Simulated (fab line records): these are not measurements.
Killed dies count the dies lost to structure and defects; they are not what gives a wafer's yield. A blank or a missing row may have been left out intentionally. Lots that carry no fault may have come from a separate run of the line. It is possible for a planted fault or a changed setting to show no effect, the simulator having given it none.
The tool behind it: which one? ; flow sky130 ; 30 wafers sampled from 10 lots at 1 step of a route of 708

== WHAT THE GAUGES READ, wafer by wafer ==
SKY_METAL1_OVL_MEAS_16.
lot;measured;on;METAL1_OVL (nm)
L305;day 33 00:13;overlay-01;-2 6 3
L308;day 33 15:00;overlay-02;-10 -11 -11
L313;day 35 05:39;overlay-02;8 6 13
L314;day 35 08:44;overlay-02;0 6 9
L317;day 36 07:59;overlay-02;0 -8 2
L321;day 37 11:29;overlay-01;-4 -1 -6
L324;day 38 09:33;overlay-01;-5 -5 -6
L325;day 39 02:46;overlay-01;0 4 -3
L326;day 39 17:22;overlay-01;3 -1 0
L328;day 39 20:10;overlay-02;-4 -6 -3

== TOOL THAT RAN EACH LOT (tool first, then ch and the chambers of the sampled wafers, then the start) ==
The record holds no process step before these readings.

== AS READ BY THE TOOLS THEMSELVES (means over the sampled wafers that have a number; for cases with no such wafer, the mark the record gives instead) ==
The record holds no such reading with a usual standard deviation.

== THE ANSWER, worked out from the rows above alone ==
Rule: the lots themselves supply what counts as usual. The widest of any qualifying gaps counts: lots, ordered by their means at a reading, are off when they make up no more than a third of the lots, leave a main group of 4 or more, and stand apart from it by 3 or more times the standard deviation of that group's means. The tables above print the reading to a certain number of digits; a main group whose means all agree to those digits is not used. Also off: a lot with no number at a reading for which 4 or more lots have one. All remaining lots with rows at the step are treated as sound. First the gauges in route order, then the tools' own readings, where a lot's mean is used as printed above. At the first step where some lot is off, the reading lying furthest off is the one used; lots without a number count as furthest.
No lot is off on any of the readings shown, so nothing can be concluded from this.

== WHAT WAS PUT IN BY THE SIMULATOR ==
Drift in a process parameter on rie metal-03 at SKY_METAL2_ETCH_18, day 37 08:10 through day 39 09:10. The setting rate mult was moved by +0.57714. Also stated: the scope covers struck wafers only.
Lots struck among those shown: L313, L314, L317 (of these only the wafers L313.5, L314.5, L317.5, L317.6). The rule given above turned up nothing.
